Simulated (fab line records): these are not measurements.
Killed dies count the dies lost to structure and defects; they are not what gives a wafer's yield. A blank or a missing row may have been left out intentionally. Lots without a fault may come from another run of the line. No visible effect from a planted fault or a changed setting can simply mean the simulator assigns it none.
2 desks looking at one fault :: flow sfq line :: each desk holds nothing but its own numbers, with what lay behind them at the end

== FOR THE TOOL OWNER'S DESK: rie metal-04 ==
The tool's own readings at SFQ_TRILAYER_M2_ETCH_METAL_ETCH_060 (etches Nb in Cl2/Ar, stops on SiO2, target depth 240 nm, time 120 s): means of the sampled wafers that have a number, for each lot that ran on this tool. The brackets show how far a lot's mean lies from the usual mean; more than 4 standard deviations puts the lot out of limits, marked OUT.
Columns: A = drypump motor current A at SFQ_TRILAYER_M2_ETCH_METAL_ETCH_060, usual 5.6 A; B = oes product au at SFQ_TRILAYER_M2_ETCH_METAL_ETCH_060, usual 0.895 a.u.
lot: L934
first seen here: day 29 09:32
A: 5.3
B: 0.890

lot: L937
first seen here: day 36 16:25
A: 5.1
B: 0.900

lot: L938
first seen here: day 37 02:16
A: 5.4
B: 0.901

lot: L947
first seen here: day 40 18:58
A: 5.3
B: 0.901
This desk found nothing out of limits on any of the 4 lots.

== AT THE METROLOGY DESK ==
Lot by lot, what the gauges showed, no matter which tool ran the lot: averages of those sampled wafers that carry a number. The brackets show how far a lot's mean lies from the usual mean; more than 4 standard deviations puts the lot out of limits, marked OUT.
Columns: A = M2_NB_RS at SFQ_M2_RS_MEAS_914, usual 0.889 ohm/sq; B = M2_OVL at SFQ_M2_OVL_MEAS_916, usual 0 nm
lot: L934
first seen here: day 29 07:01
A: 0.893
B: 1

lot: L937
first seen here: day 30 02:58
A: 0.882
B: -1

lot: L938
first seen here: day 30 13:44
A: 0.888
B: -1

lot: L941
first seen here: day 31 16:08
A: 0.893
B: -9

lot: L944
first seen here: day 32 09:25
A: 0.883
B: -8

lot: L947
first seen here: day 35 01:25
A: 0.875
B: -0
This desk found nothing out of limits on any of the 6 lots.

== BROUGHT TOGETHER ==
The desk of the tool owner found nothing out of limits.
Nothing out of limits was seen by the metrology desk.

== WHAT THE SIMULATOR PUT IN ==
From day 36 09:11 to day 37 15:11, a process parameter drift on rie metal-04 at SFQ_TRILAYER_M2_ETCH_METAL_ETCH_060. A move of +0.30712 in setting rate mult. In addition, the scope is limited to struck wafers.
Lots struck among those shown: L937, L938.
